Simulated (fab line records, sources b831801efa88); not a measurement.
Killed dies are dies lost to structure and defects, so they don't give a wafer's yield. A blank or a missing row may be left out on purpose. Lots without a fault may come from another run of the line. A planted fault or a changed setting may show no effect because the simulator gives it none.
Which tool did it? | flow sfq_line | 15 lots, 45 wafers sampled, at 3 steps of a route of 325

WHAT THE GAUGES READ, wafer by wafer
SFQ_I4_OVL_MEAS_928. Usual: I4_OVL -3 nm, standard deviation 5.5.
lot  | measured     | on         | I4_OVL (nm) | flag
L958 | day 50 17:11 | overlay-01 | -4 -6 -3    |
L959 | day 50 19:36 | overlay-02 | 3 6 7       |
L960 | day 55 09:32 | overlay-02 | 1 -4 -4     |
L963 | day 56 13:08 | overlay-02 | -2 -3 1     |
L965 | day 61 15:56 | overlay-01 | -6 -5 -4    |
L966 | day 62 03:07 | overlay-02 | 0 -1 -9     |
L969 | day 62 18:42 | overlay-02 | 0 0 -2      |
L972 | day 62 22:18 | overlay-02 | -5 0 -4     |
L973 | day 63 00:43 | overlay-02 | -6 -11 -13  |
L975 | day 63 06:42 | overlay-02 | -6 -6 -6    |
L976 | day 63 11:30 | overlay-02 | -2 -3 -2    |
L977 | day 63 16:18 | overlay-02 | -5 -10 -12  |
L979 | day 63 21:06 | overlay-02 | 7 4 9       |
L980 | day 64 01:14 | overlay-02 | -9 -6 -17   |
L981 | day 64 08:26 | overlay-02 | 1 1 11      |

WHICH TOOL RAN EACH LOT (tool, then ch and the chambers of the sampled wafers, then the start)
lot  | SFQ_TRILAYER_M2_BARC_OPEN_METAL_ETCH_077 | SFQ_TRILAYER_M4_DEP_SPUTTER_091
L958 | rie_metal-02 ch 0,1, day 36 11:03        | pvd_sputter-05, day 44 08:15
L959 | rie_metal-02 ch 0,1, day 36 14:39        | pvd_sputter-04, day 44 16:37
L960 | rie_metal-03 ch 1, day 36 15:51          | pvd_sputter-05, day 44 17:38
L963 | rie_metal-02 ch 0,1, day 38 03:51        | pvd_sputter-04, day 51 04:59
L965 | rie_metal-03 ch 0,1, day 39 06:22        | pvd_sputter-05, day 55 22:31
L966 | rie_metal-02 ch 0,1, day 39 11:40        | pvd_sputter-05, day 56 08:07
L969 | rie_metal-02 ch 0,1, day 39 21:16        | pvd_sputter-04, day 56 20:07
L972 | rie_metal-02 ch 0,1, day 40 00:52        | pvd_sputter-05, day 57 03:19
L973 | rie_metal-03 ch 0,1, day 40 03:17        | pvd_sputter-04, day 57 04:31
L975 | rie_metal-01 ch 0,1, day 40 08:04        | pvd_sputter-05, day 57 08:07
L976 | rie_metal-02 ch 0, day 40 09:16          | pvd_sputter-06, day 57 11:44
L977 | rie_metal-01 ch 0,1, day 40 11:40        | pvd_sputter-05, day 57 15:19
L979 | rie_metal-03 ch 0,1, day 40 15:16        | pvd_sputter-04, day 57 23:51
L980 | rie_metal-01 ch 0,1, day 40 16:28        | pvd_sputter-05, day 58 02:25
L981 | rie_metal-01 ch 0,1, day 40 21:16        | pvd_sputter-06, day 58 05:51
- SFQ_TRILAYER_M2_BARC_OPEN_METAL_ETCH_077: etches BARC in O2, target depth 125 nm, time 41.7 s.
- SFQ_TRILAYER_M4_DEP_SPUTTER_091: material Nb, target thk 200 nm, time 133.3 s.

WHAT THE TOOLS THEMSELVES READ (means of the sampled wafers that have a number; where no wafer has one, the mark that the record gives instead)
SFQ_TRILAYER_M2_BARC_OPEN_METAL_ETCH_077. Usual: drypump_motor_current_A 6.09 A, standard deviation 0.3; oes_product_au 0.685 a.u., standard deviation 0.0049; rf_fwd_power_W 594.8 W, standard deviation 2.4.
lot  | tool         | drypump_motor_current_A (A) | oes_product_au (a.u.) | rf_fwd_power_W (W) | flag
L958 | rie_metal-02 | 6.12                        | 0.684                 | 596.6              |
L959 | rie_metal-02 | 6.02                        | 0.690                 | 595.8              |
L960 | rie_metal-03 | 5.72                        | 0.685                 | 593.5              |
L963 | rie_metal-02 | 6.03                        | 0.680                 | 597.2              |
L965 | rie_metal-03 | 6.29                        | 0.687                 | 594.6              |
L966 | rie_metal-02 | 6.00                        | 0.683                 | 596.3              |
L969 | rie_metal-02 | 6.13                        | 0.687                 | 660.3              | OFF
L972 | rie_metal-02 | 6.12                        | 0.687                 | 658.9              | OFF
L973 | rie_metal-03 | 6.32                        | 0.686                 | 593.7              |
L975 | rie_metal-01 | 6.03                        | 0.679                 | 591.1              |
L976 | rie_metal-02 | 6.23                        | 0.683                 | 692.7              | OFF
L977 | rie_metal-01 | 6.04                        | 0.688                 | 590.9              |
L979 | rie_metal-03 | 6.00                        | 0.685                 | 593.2              |
L980 | rie_metal-01 | 6.03                        | 0.688                 | 591.0              |
L981 | rie_metal-01 | 6.01                        | 0.683                 | 591.9              |

SFQ_TRILAYER_M4_DEP_SPUTTER_091. Usual: throttle_valve_pct 29.8 %, standard deviation 0.73.
lot  | tool           | throttle_valve_pct (%) | flag
L958 | pvd_sputter-05 | 29.4                   |
L959 | pvd_sputter-04 | 30.3                   |
L960 | pvd_sputter-05 | 29.5                   |
L963 | pvd_sputter-04 | 30.3                   |
L965 | pvd_sputter-05 | 29.3                   |
L966 | pvd_sputter-05 | 29.6                   |
L969 | pvd_sputter-04 | 29.9                   |
L972 | pvd_sputter-05 | 29.3                   |
L973 | pvd_sputter-04 | 30.4                   |
L975 | pvd_sputter-05 | 29.6                   |
L976 | pvd_sputter-06 | 29.7                   |
L977 | pvd_sputter-05 | 29.2                   |
L979 | pvd_sputter-04 | 30.5                   |
L980 | pvd_sputter-05 | 29.3                   |
L981 | pvd_sputter-06 | 29.9                   |

THE ANSWER, worked out from the rows above alone
Rule: a lot is off if the mean of its wafers that have a number lies more than 3 standard deviations from the usual mean. A lot without any number at a reading at which 4 lots or more have one is off too. The other lots that the step has rows for count as sound. The gauges are gone through in route order, then the tools' own readings, and for those a lot's mean is taken as printed above. The first step at which some lot is off is used, and at that step the reading that is off furthest; a lot without a number counts as furthest.
Off: L969, L972, L976, at SFQ_TRILAYER_M2_BARC_OPEN_METAL_ETCH_077 (rf_fwd_power_W).
A tool fits if, at that step or a process step before it, it ran every lot that is off, and no sound lot after the first of them. One fits: rie_metal-02 at SFQ_TRILAYER_M2_BARC_OPEN_METAL_ETCH_077. Its last sound lot is L966 (day 39 11:40), its first lot that is off L969 (day 39 21:16): a fault that began between those two fits.
The tool's own readings at SFQ_TRILAYER_M2_BARC_OPEN_METAL_ETCH_077 bear it out: on the lots that are off they differ by more than 5 times the standard deviation of the sound lots' means. rf_fwd_power_W reads 670.6 W there against 593.8 W on the sound lots.

WHAT THE SIMULATOR HAD PUT IN
Process parameter drift: rie_metal-02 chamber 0, from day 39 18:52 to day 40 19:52, at SFQ_TRILAYER_M2_BARC_OPEN_METAL_ETCH_077. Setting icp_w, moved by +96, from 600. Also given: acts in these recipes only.
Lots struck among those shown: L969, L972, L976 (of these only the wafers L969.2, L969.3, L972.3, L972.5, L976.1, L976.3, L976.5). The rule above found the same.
